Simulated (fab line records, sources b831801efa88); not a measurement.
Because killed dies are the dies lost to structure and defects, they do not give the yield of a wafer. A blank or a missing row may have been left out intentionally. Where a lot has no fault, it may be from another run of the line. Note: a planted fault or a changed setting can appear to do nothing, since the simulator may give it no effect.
Which tool did it? || flow sky130 || 6 lots, 17 wafers sampled, at 2 steps of a route of 708

== WHAT EACH GAUGE READ, for each wafer ==
SKY_LDD_N_OVL_MEAS_07.
{"lot": "L534", "measured": "day 17 10:04", "on": "overlay-01", "LDD_N_OVL (nm)": "-1.0 -1.3 -0.5"}
{"lot": "L538", "measured": "day 19 01:01", "on": "overlay-01", "LDD_N_OVL (nm)": "-2.4 -2.1 -3.6"}
{"lot": "L542", "measured": "day 20 15:41", "on": "overlay-02", "LDD_N_OVL (nm)": "-2.0 -1.0 -1.8"}
{"lot": "L547", "measured": "day 22 02:47", "on": "overlay-02", "LDD_N_OVL (nm)": "-2.3 -0.8"}
{"lot": "L549", "measured": "day 23 01:13", "on": "overlay-01", "LDD_N_OVL (nm)": "-0.9 -0.3 -0.6"}
{"lot": "L555", "measured": "day 25 06:53", "on": "overlay-02", "LDD_N_OVL (nm)": "-0.8 -0.9 -1.0"}

== EACH LOT AND THE TOOL THAT RAN IT (in order: tool; ch and the chambers of the sampled wafers; start) ==
{"lot": "L534", "SKY_POLY_GATE_ETCH_15": "rie_diel-02 ch 1,2,3, day 16 04:33"}
{"lot": "L538", "SKY_POLY_GATE_ETCH_15": "rie_diel-02 ch 0,1, day 17 16:02"}
{"lot": "L542", "SKY_POLY_GATE_ETCH_15": "rie_diel-02 ch 0,3, day 19 05:59"}
{"lot": "L547", "SKY_POLY_GATE_ETCH_15": "rie_diel-02 ch 2,3, day 20 18:17"}
{"lot": "L549", "SKY_POLY_GATE_ETCH_15": "rie_diel-02 ch 0,1,3, day 21 16:59"}
{"lot": "L555", "SKY_POLY_GATE_ETCH_15": "rie_diel-02 ch 0,2,3, day 23 22:23"}
- SKY_POLY_GATE_ETCH_15: etches BARC in N2/H2, stops on SiO2, time 118.5 s, target depth 110 nm.

== THE ANSWER, worked out from the rows above alone ==
Rule: usual is defined by the lots themselves. The widest of any qualifying gaps counts: lots, ordered by their means at a reading, are off when they make up no more than a third of the lots, leave a main group of 4 or more, and stand apart from it by 3 or more times the standard deviation of that group's means. A main group whose means are all the same, to the digits that the tables above print for the reading, isn't used. A lot without any number at a reading at which 4 lots or more have one is off too. The other lots that the step has rows for count as sound.
None of the lots is off at any reading shown; this tells nothing.

== WHAT THE SIMULATOR PUT IN ==
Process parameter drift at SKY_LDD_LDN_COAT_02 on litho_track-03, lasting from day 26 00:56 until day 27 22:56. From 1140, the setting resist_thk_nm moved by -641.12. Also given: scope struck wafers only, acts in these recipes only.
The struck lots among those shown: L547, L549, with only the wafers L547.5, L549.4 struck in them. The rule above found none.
